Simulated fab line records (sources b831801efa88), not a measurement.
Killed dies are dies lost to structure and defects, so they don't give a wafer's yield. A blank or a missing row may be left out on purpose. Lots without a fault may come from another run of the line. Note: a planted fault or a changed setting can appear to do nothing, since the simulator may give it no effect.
Which tool did it? | flow sky130 | Sampling: 6 lots, 18 wafers, 3 of 708 route steps

## WHAT THE GAUGES SHOWED, per wafer
SKY_LI_CONTACT_RS_MEAS_22: the measuring method here is four-point-probe.
lot  | measured     | on           | LI_CONTACT_W_RS (ohm/sq)
L793 | day 30 10:20 | filmMetro-01 | 0.274 0.284 0.285
L795 | day 31 05:04 | filmMetro-02 | 0.289 0.285 0.276
L798 | day 31 22:43 | filmMetro-01 | 0.285 0.284 0.282
L802 | day 32 22:27 | filmMetro-03 | 0.281 0.289 0.290
L805 | day 34 00:37 | filmMetro-02 | 0.283 0.278 0.268
L813 | day 36 13:52 | filmMetro-02 | 0.283 0.286 0.287

## WHICH TOOL RAN EACH LOT (tool, then ch and the chambers of the sampled wafers, then the start)
lot  | SKY_LI_CONTACT_ETCH_14            | SKY_LI_CONTACT_CVD_21
L793 | rieDiel-03 ch 1,2, day 30 09:39   | cvdW-01 ch 0,1, day 30 10:13
L795 | rieDiel-03 ch 0,1,2, day 31 04:23 | cvdW-01 ch 0,1, day 31 04:56
L798 | rieDiel-03 ch 2,3, day 31 22:02   | cvdW-02 ch 0,1, day 31 22:35
L802 | rieDiel-02 ch 0,1,3, day 32 21:44 | cvdW-01 ch 0,1, day 32 22:20
L805 | rieDiel-03 ch 0,1,3, day 33 23:56 | cvdW-01 ch 0,1, day 34 00:29
L813 | rieDiel-02 ch 1,3, day 36 13:08   | cvdW-02 ch 0,1, day 36 13:44
- SKY_LI_CONTACT_ETCH_14: etches BARC in N2/H2, stops on SiO2, time 45.9 s, target depth 60 nm.
- SKY_LI_CONTACT_CVD_21: deposits W, target thk 400 nm, time 120.56 s.

## THE ANSWER, worked out from the rows above alone
Rule: usual is defined by the lots themselves. The widest of any qualifying gaps counts: lots, ordered by their means at a reading, are off when they make up no more than a third of the lots, leave a main group of 4 or more, and stand apart from it by 3 or more times the standard deviation of that group's means. Not used: any main group whose means are identical at the precision the tables above print for the reading. A lot without any number at a reading at which 4 lots or more have one is off too. Where the step has rows for the other lots, those lots are counted as sound.
Nothing can be told from this: no lot is off at any reading shown.

## WHAT THE SIMULATOR PUT IN
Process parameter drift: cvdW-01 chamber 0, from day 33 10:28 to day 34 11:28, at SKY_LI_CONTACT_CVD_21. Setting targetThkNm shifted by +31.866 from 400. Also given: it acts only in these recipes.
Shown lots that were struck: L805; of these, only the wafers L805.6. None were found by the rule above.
